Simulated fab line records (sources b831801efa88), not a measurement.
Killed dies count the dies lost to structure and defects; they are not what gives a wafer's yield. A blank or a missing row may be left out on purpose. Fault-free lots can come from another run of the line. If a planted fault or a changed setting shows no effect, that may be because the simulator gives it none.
fab line records -- flow sfqLine
[record] lots = 14, wafers = 42, lastDay = 80
route steps=325 shown M0@41 I1@86 M2@99 I2@105
lots that met no fault: from a run of the same line without faults
startH: hours from the record's opening day to when the first of the lot's shown wafers began -- waitH: time in hours since the lot's previous step -- " same as the row above -- L1.1+2: a single row standing in for several wafers -- - value missing, or start not given -- * or withheld: withheld -- < > ~ a bound
route shown NAME@n: NAME is a module with steps in the file, n the number in the route of the first one -- usual: mean and standard deviation over wafers with no fault -- same: alike in all rows -- chamber/n: place in a boat -- sites: readings site by site -- _std_site: the standard deviation of these -- _edge_site: mean of outer sites minus mean of inner sites -- radiusMm: for every site, how far away it sits from the centre of the wafer -- mask NAME#n: copy n -- behind: the most recent tool/chamber to have shaped the wafer -- hold: what put the lot on hold/how long, in hours/how the hold closed -- device: which transistor (n, p or np) failed to switch -- end of line: tests of these same wafers at the route's end -- a step without rows: its recipe alone -- killed: count of dies lost to structure and defects at first sort (not the wafer's yield) -- map: a wafer's dies, marking killed ones x, the rest . and places with no die _
set.NAME: the setting the step ran with; set.NAME@STEP: the setting that earlier step ran with -- model.NAME: the simulator's own value behind a step, which no gauge read
the route's steps for a sample of lots (tables are steps, rows are wafers)
services: from which hour (startH, from the record's first day; less than 0 if before it) a tool's chamber was out of use, for how many hours, and why
[[steps]]
[step SFQ_TRILAYER_M0_STRIP_STRIP_025]
[recipe] gas = O2, powerW = 200, platenTempC = 40, overashFraction = 0.65, chemistry = O2, pressureMtorr = 50
[usual] drypumpMotorCurrentA = 5.7/0.62, oesProductAu = 0.999/0.0086, platenTempC = 40.00/0.11
lot.wafer,tool,chamber,startH,waitH,drypumpMotorCurrentA,oesProductAu,platenTempC,rfHoursCounterH
L737.2,rieMetal-04,1,266.17,0.1,4.8,1.012,39.89,119
L737.3,rieMetal-04,1,266.17,0.1,4.8,1.010,40.00,-
L737.6,rieMetal-04,1,266.17,0.1,4.8,1.010,39.84,-
L739.1,rieMetal-04,0,288.26,0.1,5.6,0.994,39.93,151
L739.3,rieMetal-04,1,288.26,0.1,4.8,1.004,39.84,-
L739.5,rieMetal-04,1,288.26,0.1,4.8,1.002,40.08,-
L740.2,rieMetal-04,0,294.26,0.1,5.6,0.986,40.04,152
L740.4,rieMetal-04,0,294.26,0.1,5.6,1.003,40.04,-
L740.5,rieMetal-04,1,294.26,0.1,4.8,1.007,39.96,-
L741.1,rieMetal-04,1,316.25,0.1,4.7,0.996,39.90,128
L741.3,rieMetal-04,1,316.25,0.1,4.7,1.002,40.13,-
L741.4,rieMetal-04,0,316.25,0.1,5.7,1.009,40.15,-
L742.2,rieMetal-02,0,331.97,0.1,6.6,0.992,39.90,77
L742.4,rieMetal-02,0,331.97,0.1,6.6,0.983,39.93,-
L742.6,rieMetal-02,0,331.97,0.1,6.5,0.995,40.07,-
L746.1,rieMetal-04,1,364.37,0.1,4.7,0.999,39.85,135
L746.2,rieMetal-04,0,364.37,0.1,5.6,1.001,39.80,163
L746.5,rieMetal-04,1,364.37,0.1,4.8,0.994,39.99,-
L747.1,rieMetal-02,1,367.97,0.1,6.3,1.011,39.94,133
L747.2,rieMetal-02,0,367.97,0.1,6.5,1.017,39.91,82
L747.4,rieMetal-02,1,367.97,0.1,6.3,1.001,40.16,-
L748.4,rieMetal-03,1,375.82,0.2,6.1,0.992,40.00,-
L748.5,rieMetal-03,1,375.82,0.2,6.1,0.991,40.00,-
L748.6,rieMetal-03,0,375.82,0.2,5.5,1.010,40.07,-
L749.1,rieMetal-02,1,385.22,0.1,6.3,1.005,40.00,135
L749.5,rieMetal-02,1,385.22,0.1,6.3,1.001,40.06,-
L749.6,rieMetal-02,0,385.22,0.1,6.5,0.998,39.98,-
L753.2,rieMetal-03,0,414.14,0.1,5.5,1.001,39.94,11
L753.3,rieMetal-03,1,414.14,0.1,6.1,0.988,40.00,-
L753.6,rieMetal-03,0,414.14,0.1,5.5,0.994,40.02,-
L754.1,rieMetal-04,1,415.34,0.1,4.8,0.988,40.13,142
L754.2,rieMetal-04,0,415.34,0.1,5.7,0.990,40.24,169
L754.5,rieMetal-04,0,415.34,0.1,5.7,0.996,40.09,-
L756.1,rieMetal-03,1,438.27,0.1,6.1,0.986,40.18,73
L756.2,rieMetal-03,0,438.27,0.1,5.5,1.022,39.82,14
L756.6,rieMetal-03,0,438.27,0.1,5.5,1.006,39.93,-
L759.1,rieMetal-04,1,490.05,0.1,4.7,1.013,40.19,151
L759.2,rieMetal-04,0,490.05,0.1,5.7,1.003,40.04,5
L759.3,rieMetal-04,1,490.05,0.1,4.7,1.009,40.09,-
L760.3,rieMetal-02,1,502.25,0.2,6.3,1.007,40.04,-
L760.4,rieMetal-02,0,502.25,0.2,6.5,0.995,40.10,-
L760.6,rieMetal-02,0,502.25,0.2,6.5,0.989,40.13,-
[step SFQ_TRILAYER_I1_VIA_STRIP_STRIP_053]
[recipe] gas = O2, powerW = 200, platenTempC = 40, overashFraction = 0.65, chemistry = O2, pressureMtorr = 50
[usual] drypumpMotorCurrentA = 5.7/0.52, oesProductAu = 1.003/0.0088, platenTempC = 39.98/0.11
lot.wafer,tool,chamber,startH,waitH,drypumpMotorCurrentA,oesProductAu,platenTempC,rfHoursCounterH
L737.2,rieMetal-01,0,595.86,-,5.3,1.002,40.13,139
L737.3,rieMetal-01,0,595.86,-,5.3,1.014,40.14,-
L737.6,rieMetal-01,0,595.86,-,5.3,1.016,40.01,-
L739.1,rieMetal-04,1,607.86,-,4.8,1.013,39.85,8
L739.3,rieMetal-04,0,607.86,-,5.6,1.012,39.81,-
L739.5,rieMetal-04,0,607.86,-,5.6,1.014,39.73,-
L740.2,rieMetal-03,1,616.26,-,6.1,0.994,40.10,93
L740.4,rieMetal-03,1,616.26,-,6.1,0.985,40.04,-
L740.5,rieMetal-03,0,616.26,-,5.5,1.021,39.91,-
L741.1,rieMetal-04,1,657.11,-,4.8,0.997,39.91,14
L741.3,rieMetal-04,0,657.11,-,5.7,0.999,39.95,-
L741.4,rieMetal-04,1,657.11,-,4.7,1.010,39.83,-
L742.2,rieMetal-03,0,661.91,-,5.5,1.010,39.92,42
L742.4,rieMetal-03,1,661.91,-,6.2,0.987,40.15,-
L742.6,rieMetal-03,0,661.91,-,5.5,1.017,40.10,-
L746.1,rieMetal-01,1,689.51,-,6.3,0.994,39.80,130
L746.2,rieMetal-01,1,689.51,-,6.3,1.013,40.08,-
L746.5,rieMetal-01,1,689.51,-,6.3,1.002,40.02,-
L747.1,rieMetal-04,1,698.03,-,4.8,1.006,40.21,22
L747.2,rieMetal-04,0,698.03,-,5.7,1.011,39.91,34
L747.4,rieMetal-04,1,698.03,-,4.8,1.007,40.12,-
L748.4,rieMetal-03,1,709.03,-,6.1,1.003,39.84,-
L748.5,rieMetal-03,0,709.03,-,5.5,1.011,39.89,-
L748.6,rieMetal-03,1,709.03,-,6.1,0.997,39.97,-
L749.1,rieMetal-03,1,718.43,-,6.1,1.015,40.25,107
L749.5,rieMetal-03,0,718.43,-,5.5,1.013,39.89,-
L749.6,rieMetal-03,1,718.43,-,6.1,0.990,40.26,-
L753.2,rieMetal-04,1,747.80,-,4.7,1.008,40.11,29
L753.3,rieMetal-04,1,747.80,-,4.7,0.997,40.09,-
L753.6,rieMetal-04,0,747.80,-,5.6,0.998,39.93,-
L754.1,rieMetal-04,1,752.48,-,4.7,0.992,39.91,30
L754.2,rieMetal-04,0,752.48,-,5.7,0.998,39.91,42
L754.5,rieMetal-04,0,752.48,-,5.7,1.005,40.06,-
L756.1,rieMetal-01,1,788.58,-,6.3,1.006,40.10,4
L756.2,rieMetal-01,0,788.58,-,5.3,0.993,40.05,16
L756.6,rieMetal-01,1,788.58,-,6.3,1.000,39.92,-
L759.1,rieMetal-03,0,831.52,-,5.5,0.995,40.04,68
L759.2,rieMetal-03,1,831.52,-,6.1,0.990,39.95,125
L759.3,rieMetal-03,0,831.52,-,5.4,0.996,39.87,-
L760.3,rieMetal-04,1,844.60,-,4.8,1.008,40.10,-
L760.4,rieMetal-04,0,844.60,-,5.6,1.004,40.01,-
L760.6,rieMetal-04,0,844.60,-,5.7,1.008,39.99,-
[step SFQ_TRILAYER_M2_BARC_OPEN_METAL_ETCH_077]
[recipe] maskMaterial = PR, chemistry = O2, targetDepthNm = 125, target = BARC, icpW = 600, biasW = 80, pressureMtorr = 10, timeS = 41.7
[usual] drypumpMotorCurrentA = 5.6/0.6, oesProductAu = 0.685/0.0045, runLengthS = 70.0/0.33
lot.wafer,tool,chamber,startH,waitH,drypumpMotorCurrentA,oesProductAu,rfHoursCounterH,runLengthS
L737.2,rieMetal-03,0,599.35,0.0,5.5,0.684,33,69.9
L737.3,rieMetal-03,1,599.35,0.0,6.1,0.690,-,69.8
L737.6,rieMetal-03,1,599.35,0.0,6.1,0.684,-,69.7
L739.1,rieMetal-02,0,611.24,0.0,6.5,0.687,113,70.3
L739.3,rieMetal-02,0,611.24,0.0,6.5,0.680,-,69.9
L739.5,rieMetal-02,1,611.24,0.0,6.3,0.690,-,70.0
L740.2,rieMetal-04,0,620.59,0.0,5.7,0.686,25,69.9
L740.4,rieMetal-04,0,620.59,0.0,5.7,0.684,-,70.0
L740.5,rieMetal-04,1,620.59,0.0,4.7,0.679,-,70.4
L741.1,rieMetal-04,0,660.60,0.0,5.6,0.683,30,69.6
L741.3,rieMetal-04,1,660.60,0.0,4.7,0.688,-,70.1
L741.4,rieMetal-04,0,660.60,0.0,5.6,0.678,-,69.7
L742.2,rieMetal-02,1,665.27,0.0,6.3,0.680,14,69.7
L742.4,rieMetal-02,1,665.27,0.0,6.3,0.691,-,69.6
L742.6,rieMetal-02,1,665.27,0.0,6.3,0.676,-,70.2
L746.1,rieMetal-03,1,843.12,0.0,6.1,0.680,127,69.7
L746.2,rieMetal-03,0,843.12,0.0,5.5,0.691,69,69.9
L746.5,rieMetal-03,1,843.12,0.0,6.1,0.694,-,69.6
L747.1,rieMetal-04,1,856.32,0.0,4.7,0.684,42,70.6
L747.2,rieMetal-04,0,856.32,0.0,5.7,0.674,62,69.8
L747.4,rieMetal-04,0,856.32,0.0,5.7,0.684,-,70.3
L748.4,rieMetal-04,1,866.23,0.0,4.7,0.693,-,70.7
L748.5,rieMetal-04,1,866.23,0.0,4.8,0.685,-,70.7
L748.6,rieMetal-04,0,866.23,0.0,5.6,0.680,-,70.0
L749.1,rieMetal-03,0,872.21,0.0,5.5,0.693,74,70.0
L749.5,rieMetal-03,0,872.21,0.0,5.5,0.686,-,70.2
L749.6,rieMetal-03,0,872.21,0.0,5.5,0.685,-,70.4
L753.2,rieMetal-02,1,904.09,0.0,6.3,0.696,50,69.8
L753.3,rieMetal-02,0,904.09,0.0,6.6,0.685,-,70.4
L753.6,rieMetal-02,1,904.09,0.0,6.3,0.685,-,70.4
L754.1,rieMetal-03,1,906.49,0.0,6.1,0.714,2,67.8
L754.2,rieMetal-03,0,906.49,0.0,5.5,0.722,80,67.5
L754.5,rieMetal-03,0,906.49,0.0,5.5,0.684,-,69.8
L756.1,rieMetal-03,0,929.58,0.0,5.5,0.714,82,67.8
L756.2,rieMetal-03,1,929.58,0.0,6.2,0.712,5,67.7
L756.6,rieMetal-03,1,929.58,0.0,6.1,0.713,-,67.8
L759.1,rieMetal-04,0,973.99,0.0,5.7,0.692,77,70.0
L759.2,rieMetal-04,1,973.99,0.0,4.7,0.688,58,70.6
L759.3,rieMetal-04,1,973.99,0.0,4.7,0.688,-,70.1
L760.3,rieMetal-04,0,987.21,0.0,5.6,0.685,-,69.6
L760.4,rieMetal-04,1,987.21,0.0,4.7,0.687,-,70.1
L760.6,rieMetal-04,0,987.21,0.0,5.6,0.688,-,69.7
[step SFQ_I2_BOW_MEAS_917]
[recipe] mode = bow
[usual] I2_BOW = 4/9.1
lot.wafer,tool,chamber,startH,waitH,I2_BOW[um]
L737.2,filmMetro-04,-,604.74,1.5,14
L737.3,filmMetro-04,-,604.74,1.5,3
L737.6,filmMetro-04,-,604.74,1.5,4
L739.1,filmMetro-02,-,616.63,2.0,5
L739.3,filmMetro-02,-,616.63,2.0,9
L739.5,filmMetro-02,-,616.63,2.0,12
L740.2,filmMetro-02,-,625.65,2.5,9
L740.4,filmMetro-02,-,625.65,2.5,16
L740.5,filmMetro-02,-,625.65,2.5,9
L741.1,filmMetro-02,-,664.63,1.5,0
L741.3,filmMetro-02,-,664.63,1.5,7
L741.4,filmMetro-02,-,664.63,1.5,11
L742.2,filmMetro-03,-,670.02,1.5,5
L742.4,filmMetro-03,-,670.02,1.5,13
L742.6,filmMetro-03,-,670.02,1.5,10
L746.1,filmMetro-03,-,857.28,2.0,-2
L746.2,filmMetro-03,-,857.28,2.0,-2
L746.5,filmMetro-03,-,857.28,2.0,4
L747.1,filmMetro-03,-,866.28,2.0,-4
L747.2,filmMetro-03,-,866.28,2.0,-16
L747.4,filmMetro-03,-,866.28,2.0,-21
L748.4,filmMetro-04,-,881.34,2.6,-1
L748.5,filmMetro-04,-,881.34,2.6,9
L748.6,filmMetro-04,-,881.34,2.6,17
L749.1,filmMetro-02,-,893.28,2.5,-1
L749.5,filmMetro-02,-,893.28,2.5,-11
L749.6,filmMetro-02,-,893.28,2.5,7
L753.2,filmMetro-04,-,929.30,1.5,21
L753.3,filmMetro-04,-,929.30,1.5,2
L753.6,filmMetro-04,-,929.30,1.5,20
L754.1,filmMetro-03,-,932.28,2.5,4
L754.2,filmMetro-03,-,932.28,2.5,3
L754.5,filmMetro-03,-,932.28,2.5,14
L756.1,filmMetro-04,-,940.15,1.0,4
L756.2,filmMetro-04,-,940.15,1.0,11
L756.6,filmMetro-04,-,940.15,1.0,19
L759.1,filmMetro-03,-,978.03,1.0,8
L759.2,filmMetro-03,-,978.03,1.0,-3
L759.3,filmMetro-03,-,978.03,1.0,-1
L760.3,filmMetro-02,-,991.31,2.0,-8
L760.4,filmMetro-02,-,991.31,2.0,-13
L760.6,filmMetro-02,-,991.31,2.0,0
[[services]]
tool,chamber,startH,hours,kind
rieMetal-04,-,342.37,1.3,repair
rieMetal-02,-,396.56,2.8,pm
rieMetal-04,0,432.18,-,clean
rieMetal-04,0,432.18,14.8,scheduledDown
rieMetal-04,0,432.18,14.8,ventCycle
rieMetal-03,1,468.06,10.1,repair
rieMetal-03,-,478.28,2.8,pm
rieMetal-02,0,506.13,10.4,repair
rieMetal-02,-,525.75,0.8,repair
rieMetal-04,1,536.87,-,clean
rieMetal-04,1,536.87,14.5,scheduledDown
rieMetal-04,1,579.05,1.0,repair
rieMetal-04,0,669.49,9.3,repair
rieMetal-04,-,701.51,0.7,repair
rieMetal-02,-,748.12,1.8,repair
rieMetal-04,-,766.93,1.4,pm
rieMetal-01,-,773.27,1.3,repair
rieMetal-04,1,781.08,20.5,repair
rieMetal-01,-,793.44,0.4,repair
rieMetal-02,1,873.77,2.3,repair
rieMetal-01,0,921.69,5.8,repair
rieMetal-03,0,930.73,23.5,repair
rieMetal-02,-,939.96,10.0,pm
rieMetal-03,-,974.51,4.3,pm
[[key]]
[firstSign] step = SFQ_TRILAYER_M2_BARC_OPEN_METAL_ETCH_077, reading = runLengthS, direction = down, sigmas = 7, usual = *, struck = *
[effect] step = SFQ_TRILAYER_M2_BARC_OPEN_METAL_ETCH_077, reading = oesProductAu, direction = up, sigmas = 6.6, usual = 0.685, struck = 0.715
metAt SFQ_TRILAYER_M2_BARC_OPEN_METAL_ETCH_077
struckLots L754,L756
struckWafers L754.1,L754.2,L756.1,L756.2,L756.6
notActingAt SFQ_TRILAYER_M0_STRIP_STRIP_025,SFQ_TRILAYER_I1_VIA_STRIP_STRIP_053,SFQ_I2_BOW_MEAS_917
onsetBetween 872.21 906.49
[fault] kind = processParameterDrift, tool = rieMetal-03, chamber = -, onsetH = 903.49, steps = SFQ_TRILAYER_M2_BARC_OPEN_METAL_ETCH_077, channel = timeS, offset = *, shape = step, endH = 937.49, scope = struckWafersOnly, actsIn = *, stated = *
